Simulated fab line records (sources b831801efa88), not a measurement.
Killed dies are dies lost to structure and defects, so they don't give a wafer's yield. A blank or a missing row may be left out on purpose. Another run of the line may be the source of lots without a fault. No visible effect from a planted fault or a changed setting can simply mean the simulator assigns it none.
Chamber matching / flow gf180mcu / GF_CONTACT_CMP_27 on cmp-01 has 4 sister chambers
The step polishes, stops on SiO2, t overpolish 15 s, target thk 0 nm. 8 wafers are shown with their chamber, then 9 later ones without.

## WAFERS WITH THEIR CHAMBER
wafer=L484.6; chamber=1; motor_current_A (A)=11.9; time_to_endpoint_s (s)=70
wafer=L489.1; chamber=2; motor_current_A (A)=9.5; time_to_endpoint_s (s)=72
wafer=L490.1; chamber=2; motor_current_A (A)=9.3; time_to_endpoint_s (s)=78
wafer=L490.2; chamber=1; motor_current_A (A)=11.9; time_to_endpoint_s (s)=71
wafer=L494.6; chamber=0; motor_current_A (A)=9.5; time_to_endpoint_s (s)=77
wafer=L495.3; chamber=3; motor_current_A (A)=11.6; time_to_endpoint_s (s)=70
wafer=L495.5; chamber=3; motor_current_A (A)=11.1; time_to_endpoint_s (s)=74
wafer=L495.6; chamber=0; motor_current_A (A)=9.8; time_to_endpoint_s (s)=80

## WAFERS WITH NO CHAMBER GIVEN
wafer=L500.1; motor_current_A (A)=9.7; time_to_endpoint_s (s)=75
wafer=L500.2; motor_current_A (A)=9.5; time_to_endpoint_s (s)=83
wafer=L500.3; motor_current_A (A)=11.5; time_to_endpoint_s (s)=73
wafer=L503.1; motor_current_A (A)=10.8; time_to_endpoint_s (s)=72
wafer=L503.2; motor_current_A (A)=9.6; time_to_endpoint_s (s)=82
wafer=L503.6; motor_current_A (A)=10.8; time_to_endpoint_s (s)=72
wafer=L506.1; motor_current_A (A)=10.1; time_to_endpoint_s (s)=88
wafer=L506.2; motor_current_A (A)=11.7; time_to_endpoint_s (s)=80
wafer=L506.5; motor_current_A (A)=11.9; time_to_endpoint_s (s)=76

## EACH ONE'S CHAMBER
wafer=L500.1; from the rows above=can't be placed: 0 or 2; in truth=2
wafer=L500.2; from the rows above=can't be placed: 0 or 2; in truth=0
wafer=L500.3; from the rows above=can't be placed: 3 or 1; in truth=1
wafer=L503.1; from the rows above=3; in truth=3
wafer=L503.2; from the rows above=can't be placed: 0 or 2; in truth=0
wafer=L503.6; from the rows above=3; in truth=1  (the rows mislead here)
wafer=L506.1; from the rows above=can't be placed: 0 or 2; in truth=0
wafer=L506.2; from the rows above=can't be placed: 3 or 1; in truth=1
wafer=L506.5; from the rows above=can't be placed: 1 or 3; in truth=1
Placed correctly: 1 of 9. These rows do not allow placing 7 (true chamber among the candidates in 7). Placed wrongly: 1.
How it was worked out, from the rows above alone: a wafer's distance from a chamber is the root of the sum, over the readings, of the square of ((its reading less the chamber's mean) divided by the reading's scatter). The wafer belongs to the nearest chamber; if the next one is less than 2 further off, it can't be placed. Each chamber's mean is taken over the wafers shown for it. How the scatter is found: for the shown wafers, subtract from each reading the mean of its chamber, square and add these, divide the total by (wafers less chambers), then take the root.
